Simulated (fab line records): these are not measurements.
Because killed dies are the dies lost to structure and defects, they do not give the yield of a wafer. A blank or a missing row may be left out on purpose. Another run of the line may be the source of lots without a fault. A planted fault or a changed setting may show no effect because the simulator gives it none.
Split-lot experiment -- flow sky130 -- 23 wafers read from 5 lots, route of 708 steps

== THE SPLIT ==
At SKY_LDD_HVP_IMPLANT_08, the setting energy kev was moved away from the recipe's 20 on 8 of the 23 wafers read, by -4.6% to +4.4%. All remaining wafers had this setting at the recipe value.

The reading is taken at the split's own step.

== THE READING ==
implant.drp nm (the simulator's own value, which no gauge read), in nm, at SKY_LDD_HVP_IMPLANT_08. The file gives no usual value for it.

wafer,"tool, chamber at the split",energy kev as run,against the recipe,"implant.drp nm, nm",against lot-mates on the recipe
L076.2,"implanter-04, 0",20,recipe,28.53,-
L076.3,"implanter-04, 0",20,recipe,28.53,-
L076.4,"implanter-04, 0",20,recipe,28.53,-
L080.1,"implanter-03, 0",19.18,-4.1%,27.7,-0.83
L080.2,"implanter-03, 0",19.18,-4.1%,27.7,-0.83
L080.4,"implanter-03, 0",19.18,-4.1%,27.7,-0.83
L080.3,"implanter-03, 0",20,recipe,28.53,-
L080.6,"implanter-03, 0",20,recipe,28.53,-
L081.1,"implanter-02, 0",20,recipe,28.53,-
L081.3,"implanter-02, 0",20,recipe,28.53,-
L081.5,"implanter-02, 0",20,recipe,28.53,-
L081.2,"implanter-02, 0",19.07,-4.6%,27.59,-0.94
L081.4,"implanter-02, 0",19.07,-4.6%,27.59,-0.94
L082.1,"implanter-03, 0",20,recipe,28.53,-
L082.2,"implanter-03, 0",20,recipe,28.53,-
L082.3,"implanter-03, 0",20,recipe,28.53,-
L082.4,"implanter-03, 0",20,recipe,28.53,-
L082.6,"implanter-03, 0",20,recipe,28.53,-
L083.2,"implanter-02, 0",20,recipe,28.53,-
L083.6,"implanter-02, 0",20,recipe,28.53,-
L083.3,"implanter-02, 0",20.88,+4.4%,29.52,+0.99
L083.4,"implanter-02, 0",20.88,+4.4%,29.52,+0.99
L083.5,"implanter-02, 0",20.88,+4.4%,29.52,+0.99

FIT RESULTS
A straight line over all 23 wafers: implant.drp nm changes by +0.212 nm for each +1% of energy kev; r = +1.00; the points scatter about the line by 0.024 nm.
The same after taking each lot's own level away (the mean of its wafers on the recipe; 23 wafers): +0.212 nm for each +1%; r = +1.00; scatter 0.024 nm.
That fit puts the effect of the largest move of energy kev on the reading at 0.99 nm.
The lots' own levels span 28.530 to 28.530 nm.
The two slopes are in agreement: the lot-to-lot level therefore moves the slope only a little.
Check: with one of the wafers moved furthest among these (-4.6%) left out of the fit, the line predicts -0.975 nm for it against its lot-mates. Against them it came out at -0.94 nm.

== OTHER SPLITS APPLIED TO THESE WAFERS ==
Before the reading, these wafers also passed through other splits. Each is held against what the fit with the lots' levels taken away leaves over:
other split on the same wafers,wafers away from the commonest value,r with implant.drp nm (lot level and that fit taken away)
SKY_LDD_P_IMPLANT_09 dose cm2,10,+0.18

== THE WHOLE CHAIN: every reading that the file lists as answering this split, in the file's order ==
step,what it does,reading,change (the file's fit),r (the file's)
SKY_LDD_HVP_IMPLANT_08,,"implant.rp nm (the simulator's own value, which no gauge read)",+0.631 nm for each +1% of the setting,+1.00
SKY_LDD_HVP_IMPLANT_08,,"implant.drp nm (the simulator's own value, which no gauge read)",+0.21 nm for each +1% of the setting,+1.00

== THE FILE'S OWN FIT ==
implant.drp nm changes by +0.21 nm for each +1% of energy kev, r = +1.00.
